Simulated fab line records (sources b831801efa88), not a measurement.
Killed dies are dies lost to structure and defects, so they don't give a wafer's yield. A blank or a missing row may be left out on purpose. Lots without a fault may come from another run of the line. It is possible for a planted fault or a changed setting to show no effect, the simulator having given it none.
Which of the tools did it? / flow sky130 / 42 wafers from 14 lots sampled at 4 of the route's 708 steps

## WHAT THE GAUGES READ, wafer by wafer
SKY_FIELD_ISO_THK_MEAS_23. Usual: FIELD_ISO_OXIDATION_01_THK gives 10.07 nm (standard deviation 0.18).
lot=L158; measured=day 2 08:32; on=film-metro-03; FIELD_ISO_OXIDATION_01_THK (nm)=10.08 10.07 9.89; flag=
lot=L160; measured=day 3 02:43; on=film-metro-01; FIELD_ISO_OXIDATION_01_THK (nm)=9.96 9.79 9.91; flag=
lot=L161; measured=day 3 02:42; on=film-metro-03; FIELD_ISO_OXIDATION_01_THK (nm)=10.22 10.35 10.47; flag=
lot=L166; measured=day 4 03:41; on=film-metro-03; FIELD_ISO_OXIDATION_01_THK (nm)=10.01 9.98 10.00; flag=
lot=L167; measured=day 4 08:56; on=film-metro-02; FIELD_ISO_OXIDATION_01_THK (nm)=9.95 10.06 10.24; flag=
lot=L168; measured=day 4 13:01; on=film-metro-01; FIELD_ISO_OXIDATION_01_THK (nm)=10.21 10.18 10.14; flag=
lot=L169; measured=day 4 18:53; on=film-metro-02; FIELD_ISO_OXIDATION_01_THK (nm)=10.35 10.24 10.34; flag=
lot=L170; measured=day 4 23:20; on=film-metro-03; FIELD_ISO_OXIDATION_01_THK (nm)=9.90 10.10 9.91; flag=
lot=L171; measured=day 5 08:47; on=film-metro-02; FIELD_ISO_OXIDATION_01_THK (nm)=10.12 9.96 10.17; flag=
lot=L174; measured=day 5 20:20; on=film-metro-02; FIELD_ISO_OXIDATION_01_THK (nm)=9.97 9.93 9.93; flag=
lot=L175; measured=day 6 01:56; on=film-metro-01; FIELD_ISO_OXIDATION_01_THK (nm)=9.87 9.85 9.87; flag=
lot=L176; measured=day 6 07:58; on=film-metro-01; FIELD_ISO_OXIDATION_01_THK (nm)=10.31 10.26 10.21; flag=
lot=L180; measured=day 7 05:17; on=film-metro-03; FIELD_ISO_OXIDATION_01_THK (nm)=9.91 9.94 10.13; flag=
lot=L181; measured=day 7 09:29; on=film-metro-02; FIELD_ISO_OXIDATION_01_THK (nm)=9.73 9.47 9.74; flag=

SKY_VT_ADJUST_NCORE_OVL_MEAS_08. Usual: VT_ADJUST_NCORE_OVL gives -0.1 nm (standard deviation 1.5).
lot=L158; measured=day 8 13:43; on=overlay-01; VT_ADJUST_NCORE_OVL (nm)=-1.1 -1.7 -0.1; flag=
lot=L160; measured=day 9 20:50; on=overlay-01; VT_ADJUST_NCORE_OVL (nm)=1.8 0.8 -0.4; flag=
lot=L161; measured=day 9 20:22; on=overlay-01; VT_ADJUST_NCORE_OVL (nm)=-1.0 -1.4 0.2; flag=
lot=L166; measured=day 11 09:10; on=overlay-02; VT_ADJUST_NCORE_OVL (nm)=-0.4 -0.5 -1.9; flag=
lot=L167; measured=day 11 14:16; on=overlay-01; VT_ADJUST_NCORE_OVL (nm)=-0.6 1.0 0.7; flag=
lot=L168; measured=day 11 23:07; on=overlay-01; VT_ADJUST_NCORE_OVL (nm)=-1.6 -1.6 0.2; flag=
lot=L169; measured=day 11 23:13; on=overlay-02; VT_ADJUST_NCORE_OVL (nm)=-1.7 -1.5 -0.2; flag=
lot=L170; measured=day 12 08:34; on=overlay-02; VT_ADJUST_NCORE_OVL (nm)=0.6 -0.5 -1.3; flag=
lot=L171; measured=day 12 22:18; on=overlay-01; VT_ADJUST_NCORE_OVL (nm)=-0.4 -0.6 -0.1; flag=
lot=L174; measured=day 13 21:04; on=overlay-02; VT_ADJUST_NCORE_OVL (nm)=-1.1 0.2 0.1; flag=
lot=L175; measured=day 14 05:55; on=overlay-01; VT_ADJUST_NCORE_OVL (nm)=0.5 -0.7 1.3; flag=
lot=L176; measured=day 14 13:04; on=overlay-01; VT_ADJUST_NCORE_OVL (nm)=0.8 1.2 0.7; flag=
lot=L180; measured=day 15 17:07; on=overlay-01; VT_ADJUST_NCORE_OVL (nm)=-2.5 -3.5 -2.9; flag=
lot=L181; measured=day 16 00:28; on=overlay-01; VT_ADJUST_NCORE_OVL (nm)=0.1 -1.2 -1.8; flag=

SKY_POLY_GATE_OVL_MEAS_14. Usual: POLY_GATE_OVL gives -1 nm (standard deviation 5.9).
lot=L158; measured=day 16 14:19; on=overlay-02; POLY_GATE_OVL (nm)=-11 -5 -8; flag=
lot=L160; measured=day 18 06:36; on=overlay-01; POLY_GATE_OVL (nm)=-3 5 0; flag=
lot=L161; measured=day 18 03:11; on=overlay-01; POLY_GATE_OVL (nm)=4 12 3; flag=
lot=L166; measured=day 20 08:13; on=overlay-02; POLY_GATE_OVL (nm)=-12 -2 -11; flag=
lot=L167; measured=day 20 12:58; on=overlay-02; POLY_GATE_OVL (nm)=-8 -2 -3; flag=
lot=L168; measured=day 20 21:22; on=overlay-02; POLY_GATE_OVL (nm)=-1 -4 -4; flag=
lot=L169; measured=day 21 14:58; on=overlay-02; POLY_GATE_OVL (nm)=-2 2 8; flag=
lot=L170; measured=day 21 15:19; on=overlay-01; POLY_GATE_OVL (nm)=16 9 16; flag=
lot=L171; measured=day 22 01:31; on=overlay-01; POLY_GATE_OVL (nm)=0 1 -1; flag=
lot=L174; measured=day 23 04:31; on=overlay-01; POLY_GATE_OVL (nm)=3 0 5; flag=
lot=L175; measured=day 23 11:22; on=overlay-02; POLY_GATE_OVL (nm)=-10 11 -1; flag=
lot=L176; measured=day 23 19:57; on=overlay-02; POLY_GATE_OVL (nm)=4 4 0; flag=
lot=L180; measured=day 24 22:10; on=overlay-02; POLY_GATE_OVL (nm)=-5 -6 -10; flag=
lot=L181; measured=day 25 16:16; on=overlay-02; POLY_GATE_OVL (nm)=8 6 9; flag=

## EACH LOT AND THE TOOL THAT RAN IT (in order: tool; ch and the chambers of the sampled wafers; start)
lot=L158; SKY_FIELD_ISO_WET_ETCH_18=wet-bench-01 ch 2, day 2 06:11
lot=L160; SKY_FIELD_ISO_WET_ETCH_18=wet-bench-01 ch 1, day 2 20:05
lot=L161; SKY_FIELD_ISO_WET_ETCH_18=wet-bench-03 ch 0, day 2 23:32
lot=L166; SKY_FIELD_ISO_WET_ETCH_18=wet-bench-03 ch 2, day 4 00:32
lot=L167; SKY_FIELD_ISO_WET_ETCH_18=wet-bench-04 ch 1, day 4 06:38
lot=L168; SKY_FIELD_ISO_WET_ETCH_18=wet-bench-03 ch 0, day 4 10:56
lot=L169; SKY_FIELD_ISO_WET_ETCH_18=wet-bench-01 ch 0, day 4 17:26
lot=L170; SKY_FIELD_ISO_WET_ETCH_18=wet-bench-01 ch 3, day 4 21:53
lot=L171; SKY_FIELD_ISO_WET_ETCH_18=wet-bench-04 ch 2, day 5 07:20
lot=L174; SKY_FIELD_ISO_WET_ETCH_18=wet-bench-01 ch 3, day 5 18:14
lot=L175; SKY_FIELD_ISO_WET_ETCH_18=wet-bench-03 ch 2, day 5 22:10
lot=L176; SKY_FIELD_ISO_WET_ETCH_18=wet-bench-01 ch 0, day 6 02:11
lot=L180; SKY_FIELD_ISO_WET_ETCH_18=wet-bench-03 ch 1, day 7 03:50
lot=L181; SKY_FIELD_ISO_WET_ETCH_18=wet-bench-04 ch 2, day 7 05:50
- SKY_FIELD_ISO_WET_ETCH_18: etches Si3N4 in H3PO4, target depth 25 nm, time 286 s.

## AS READ BY THE TOOLS THEMSELVES (means over the sampled wafers that have a number; for cases with no such wafer, the mark the record gives instead)
SKY_FIELD_ISO_WET_ETCH_18. Usual: run-length-s 314 s, standard deviation 3.6.
lot=L158; tool=wet-bench-01; run-length-s (s)=314; flag=
lot=L160; tool=wet-bench-01; run-length-s (s)=311; flag=
lot=L161; tool=wet-bench-03; run-length-s (s)=320; flag=
lot=L166; tool=wet-bench-03; run-length-s (s)=319; flag=
lot=L167; tool=wet-bench-04; run-length-s (s)=319; flag=
lot=L168; tool=wet-bench-03; run-length-s (s)=312; flag=
lot=L169; tool=wet-bench-01; run-length-s (s)=311; flag=
lot=L170; tool=wet-bench-01; run-length-s (s)=311; flag=
lot=L171; tool=wet-bench-04; run-length-s (s)=313; flag=
lot=L174; tool=wet-bench-01; run-length-s (s)=465; flag=OFF
lot=L175; tool=wet-bench-03; run-length-s (s)=312; flag=
lot=L176; tool=wet-bench-01; run-length-s (s)=464; flag=OFF
lot=L180; tool=wet-bench-03; run-length-s (s)=319; flag=
lot=L181; tool=wet-bench-04; run-length-s (s)=320; flag=

## THE ANSWER, worked out from the rows above alone
Rule: lot off if the mean of its wafers having a number is beyond 3 standard deviations from the usual mean. Also off: a lot with no number at a reading for which 4 or more lots have one. The other lots that the step has rows for count as sound. Order of review: gauges by route order, followed by the tools' own readings, for which a lot's mean as printed above is used. At the first step where some lot is off, the reading lying furthest off is the one used; lots without a number count as furthest.
Off: L174, L176 (SKY_FIELD_ISO_WET_ETCH_18, run-length-s).
If a tool, at that step or one of the process steps before it, ran each lot that is off and ran no sound lot following the first of them, it fits. One fits: SKY_FIELD_ISO_WET_ETCH_18 on wet-bench-01. A fault onset in the window from L170 (day 4 21:53, its last sound lot) to L174 (day 5 18:14, its first lot off) fits.
On the lots that are off, the tool's own readings at SKY_FIELD_ISO_WET_ETCH_18 differ by more than 5 times the standard deviation of the sound lots' means, which bears it out; run-length-s reads 464 s there versus 315 s on the sound lots.

## WHAT THE SIMULATOR HAD INSERTED
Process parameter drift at SKY_FIELD_ISO_WET_ETCH_18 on wet-bench-01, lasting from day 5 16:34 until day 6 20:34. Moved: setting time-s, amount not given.
Shown lots that were struck: L174, L176. Same finding as the rule above.
